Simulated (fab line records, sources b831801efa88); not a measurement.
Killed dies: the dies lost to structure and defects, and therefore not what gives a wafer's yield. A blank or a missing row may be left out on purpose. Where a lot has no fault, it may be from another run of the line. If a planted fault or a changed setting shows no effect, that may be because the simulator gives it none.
Which tool did it?    flow sky130    24 lots, 72 wafers sampled, at 6 steps of a route of 708

WHAT THE GAUGES SHOWED, per wafer
SKY_VIA1_THK_MEAS_23: measures by xrf. Usual: for VIA1_W_THK the level is 275.3 nm and the standard deviation is 2.9.
lot   measured      on             VIA1_W_THK (nm)    flag
L075  day 35 02:54  film metro-04  273.9 271.9 270.0  
L079  day 35 03:56  film metro-03  278.4 279.0 275.4  
L074  day 35 04:11  film metro-04  273.1 274.2 275.3  
L077  day 35 04:19  film metro-02  275.6 272.1 272.9  
L078  day 35 05:16  film metro-03  274.1 275.1 274.1  
L076  day 35 05:27  film metro-04  273.6 276.6 270.7  
L080  day 35 06:05  film metro-04  267.9 270.9 269.6  
L081  day 35 08:44  film metro-02  273.9 279.3 275.6  
L082  day 36 12:33  film metro-03  284.3 277.3 279.9  
L083  day 36 14:36  film metro-03  276.2 275.2 275.0  
L084  day 36 20:47  film metro-04  272.9 273.7 272.4  
L086  day 41 06:50  film metro-04  276.4 276.6 272.3  
L089  day 41 09:38  film metro-02  274.5 275.7 276.8  
L087  day 41 09:54  film metro-04  276.3 273.6 277.1  
L093  day 41 11:06  film metro-03  280.9 279.9 280.4  
L088  day 41 11:28  film metro-04  274.0 275.5 272.3  
L085  day 41 11:49  film metro-04  275.8 274.7 270.7  
L095  day 41 12:43  film metro-03  277.9 275.3 280.2  
L091  day 41 12:56  film metro-03  277.7 272.9 273.6  
L090  day 41 14:37  film metro-04  273.5 273.5 276.0  
L094  day 41 14:44  film metro-03  277.0 277.0 276.5  
L096  day 41 15:46  film metro-03  275.9 277.6 281.7  
L097  day 41 16:22  film metro-02  276.2 275.2 276.4  
L092  day 41 17:26  film metro-04  276.5 274.0 274.9  

SKY_VIA2_BOW_MEAS_03. Usual: for VIA2_BOW the level is 88 um and the standard deviation is 7.6.
lot   measured      on             VIA2_BOW (um)  flag
L075  day 36 06:13  film metro-04  91 90 83       
L079  day 36 07:16  film metro-01  85 102 88      
L074  day 36 07:40  film metro-01  99 89 95       
L077  day 36 08:01  film metro-01  89 80 84       
L078  day 36 09:17  film metro-02  91 98 99       
L076  day 36 09:34  film metro-01  87 84 92       
L080  day 36 09:52  film metro-02  84 89 85       
L081  day 36 12:28  film metro-01  88 85 87       
L082  day 37 16:41  film metro-04  89 75 88       
L083  day 37 17:41  film metro-02  103 95 89      
L084  day 37 23:08  film metro-04  86 81 90       
L086  day 42 08:07  film metro-02  93 85 81       
L089  day 42 11:18  film metro-02  86 86 81       
L087  day 42 12:07  film metro-04  87 82 79       
L093  day 42 12:46  film metro-04  84 82 83       
L088  day 42 12:53  film metro-02  95 101 92      
L085  day 42 13:29  film metro-01  92 95 94       
L095  day 42 13:49  film metro-02  92 96 75       
L091  day 42 15:16  film metro-01  97 90 88       
L090  day 42 16:54  film metro-02  81 82 89       
L094  day 42 17:05  film metro-04  88 87 95       
L096  day 42 18:16  film metro-01  91 92 93       
L097  day 42 18:18  film metro-04  98 84 85       
L092  day 42 20:32  film metro-01  82 85 80       

SKY_VIA2_CD_MEAS_12: target cd 200 nm. Usual: 200.3 nm for cd nm, sd 1.3.
lot   measured      on         cd nm (nm)         flag
L075  day 37 08:20  cd sem-01  200.2 199.4 201.2  
L079  day 37 09:23  cd sem-01  199.8 197.9 198.3  
L074  day 37 09:31  cd sem-01  201.9 201.3 202.6  
L077  day 37 09:52  cd sem-01  199.1 198.6 198.9  
L078  day 37 11:20  cd sem-01  199.5 198.2 199.0  
L076  day 37 11:39  cd sem-01  199.7 198.4 199.1  
L080  day 37 11:59  cd sem-02  200.6 199.4 200.1  
L081  day 37 14:47  cd sem-02  200.8 200.1 199.3  
L082  day 38 16:40  cd sem-02  201.6 200.5 201.7  
L083  day 38 17:20  cd sem-02  200.0 199.7 197.8  
L084  day 38 23:30  cd sem-02  199.6 199.0 199.1  
L086  day 43 05:44  cd sem-02  200.6 201.9 200.8  
L089  day 43 08:35  cd sem-02  200.0 199.9 201.8  
L087  day 43 10:13  cd sem-01  199.9 199.3 200.0  
L093  day 43 11:20  cd sem-01  200.8 201.1 200.0  
L088  day 43 11:34  cd sem-02  202.0 201.6 202.3  
L085  day 43 12:21  cd sem-01  199.1 200.7 200.7  
L095  day 43 13:17  cd sem-02  199.9 200.2 198.2  
L091  day 43 14:19  cd sem-02  201.4 200.6 201.9  
L090  day 43 15:35  cd sem-01  198.4 198.5 199.2  
L094  day 43 15:57  cd sem-02  200.8 201.0 200.4  
L096  day 43 17:00  cd sem-01  200.8 200.6 200.2  
L097  day 43 17:20  cd sem-02  202.3 202.5 202.3  
L092  day 43 19:23  cd sem-01  199.6 200.3 198.6  

SKY_CAPM_OVL_MEAS_12. Usual: for CAPM_OVL the level is 0.2 nm and the standard deviation is 1.3.
lot   measured      on          CAPM_OVL (nm)   flag
L075  day 38 10:17  overlay-02  0.5 0.4 -0.1    
L079  day 38 11:26  overlay-02  -0.4 -0.2 -0.6  
L074  day 38 11:32  overlay-01  -2.4 -1.4 -1.3  
L077  day 38 11:50  overlay-02  0.4 0.2 0.7     
L078  day 38 13:03  overlay-01  0.5 0.4 -0.4    
L076  day 38 13:14  overlay-01  2.4 2.2 0.0     
L080  day 38 13:32  overlay-02  -0.3 0.1 -0.5   
L081  day 38 15:38  overlay-01  -1.9 -1.5 -1.8  
L082  day 39 17:56  overlay-02  0.7 0.8 0.3     
L083  day 39 18:47  overlay-02  1.7 1.4 1.0     
L084  day 40 00:30  overlay-01  -2.8 -0.6 -2.4  
L086  day 44 05:11  overlay-02  -0.6 1.2 0.3    
L089  day 44 07:23  overlay-01  -0.8 1.4 -0.7   
L087  day 44 09:11  overlay-02  -2.5 -2.6 -0.5  
L093  day 44 10:17  overlay-01  0.8 -0.4 2.3    
L088  day 44 10:41  overlay-02  0.0 0.1 2.2     
L085  day 44 11:11  overlay-01  0.6 -1.7 1.2    
L095  day 44 11:59  overlay-02  2.0 0.6 1.0     
L091  day 44 14:43  overlay-01  0.7 1.2 -0.9    
L090  day 44 15:17  overlay-02  -1.5 0.3 1.9    
L094  day 44 15:53  overlay-02  1.0 0.6 0.0     
L096  day 44 17:23  overlay-02  3.4 2.0 1.9     
L097  day 44 17:35  overlay-02  1.6 1.0 -0.7    
L092  day 44 19:48  overlay-02  1.0 -1.8 -0.7   

SKY_VIA3_THK_MEAS_23: measures by xrf. Usual: for VIA3_W_THK the level is 403 nm and the standard deviation is 5.5.
lot   measured      on             VIA3_W_THK (nm)  flag
L075  day 40 14:32  film metro-04  416 409 412      
L079  day 40 16:07  film metro-02  401 400 407      
L074  day 40 16:14  film metro-04  408 408 405      
L077  day 40 16:33  film metro-04  407 405 413      
L078  day 40 17:03  film metro-04  405 405 400      
L076  day 40 18:49  film metro-04  403 405 404      
L080  day 40 19:12  film metro-04  404 406 407      
L081  day 40 19:53  film metro-03  412 413 417      
L082  day 41 21:12  film metro-03  409 407 414      
L083  day 41 22:05  film metro-04  404 397 400      
L084  day 42 03:58  film metro-04  409 404 407      
L086  day 46 07:19  film metro-03  397 404 401      
L089  day 46 09:18  film metro-04  399 397 397      
L087  day 46 09:49  film metro-02  397 398 400      
L093  day 46 10:41  film metro-04  402 401 403      
L088  day 46 09:59  film metro-03  408 401 407      
L085  day 46 12:02  film metro-04  393 391 388      
L095  day 46 13:26  film metro-04  406 408 407      
L091  day 46 16:55  film metro-03  403 406 405      
L090  day 46 18:05  film metro-03  397 402 401      
L094  day 46 19:06  film metro-03  401 398 397      
L096  day 46 20:51  film metro-04  403 409 402      
L097  day 46 21:23  film metro-02  396 396 398      
L092  day 46 23:13  film metro-03  404 402 408      

WHICH TOOL RAN EACH LOT (tool, then ch and the chambers of the sampled wafers, then the start)
lot   SKY_METAL2_SPUTTER_00
L075  pvd sputter-03, day 35 03:16
L079  pvd sputter-02, day 35 04:18
L074  pvd sputter-03, day 35 04:33
L077  pvd sputter-04, day 35 04:39
L078  pvd sputter-03, day 35 05:36
L076  pvd sputter-04, day 35 05:48
L080  pvd sputter-02, day 35 06:27
L081  pvd sputter-02, day 35 09:06
L082  pvd sputter-03, day 36 12:54
L083  pvd sputter-03, day 36 14:58
L084  pvd sputter-02, day 36 21:07
L086  pvd sputter-03, day 41 07:11
L089  pvd sputter-03, day 41 10:00
L087  pvd sputter-04, day 41 10:15
L093  pvd sputter-03, day 41 11:28
L088  pvd sputter-02, day 41 11:48
L085  pvd sputter-04, day 41 12:10
L095  pvd sputter-03, day 41 13:05
L091  pvd sputter-04, day 41 13:28
L090  pvd sputter-03, day 41 14:58
L094  pvd sputter-02, day 41 15:05
L096  pvd sputter-03, day 41 16:07
L097  pvd sputter-04, day 41 16:44
L092  pvd sputter-03, day 41 17:46
- SKY_METAL2_SPUTTER_00: material Ti, target thk 15 nm, time 10 s.

AS READ BY THE TOOLS THEMSELVES (means over the sampled wafers that have a number; for cases with no such wafer, the mark the record gives instead)
SKY_METAL2_SPUTTER_00. Usual: 29.8 % for throttle valve pct, sd 1.2.
lot   tool            throttle valve pct (%)  flag
L075  pvd sputter-03  29.0                    
L079  pvd sputter-02  29.4                    
L074  pvd sputter-03  30.4                    
L077  pvd sputter-04  31.2                    
L078  pvd sputter-03  27.9                    
L076  pvd sputter-04  30.4                    
L080  pvd sputter-02  29.8                    
L081  pvd sputter-02  29.4                    
L082  pvd sputter-03  29.3                    
L083  pvd sputter-03  28.2                    
L084  pvd sputter-02  30.5                    
L086  pvd sputter-03  28.8                    
L089  pvd sputter-03  30.5                    
L087  pvd sputter-04  30.0                    
L093  pvd sputter-03  29.6                    
L088  pvd sputter-02  30.8                    
L085  pvd sputter-04  30.5                    
L095  pvd sputter-03  28.5                    
L091  pvd sputter-04  30.7                    
L090  pvd sputter-03  30.4                    
L094  pvd sputter-02  30.3                    
L096  pvd sputter-03  29.9                    
L097  pvd sputter-04  31.3                    
L092  pvd sputter-03  29.6                    

THE ANSWER, worked out from the rows above alone
Rule: lot off if the mean of its wafers having a number is beyond 3 standard deviations from the usual mean. Also off: a lot with no number at a reading for which 4 or more lots have one. Any other lot the step has rows for is counted as sound. Order of review: gauges by route order, followed by the tools' own readings, for which a lot's mean as printed above is used. The first step at which some lot is off is used, and at that step the reading that is off furthest; a lot without a number counts as furthest.
Nothing can be told from this: no lot is off at any reading shown.

WHAT WAS PUT IN BY THE SIMULATOR
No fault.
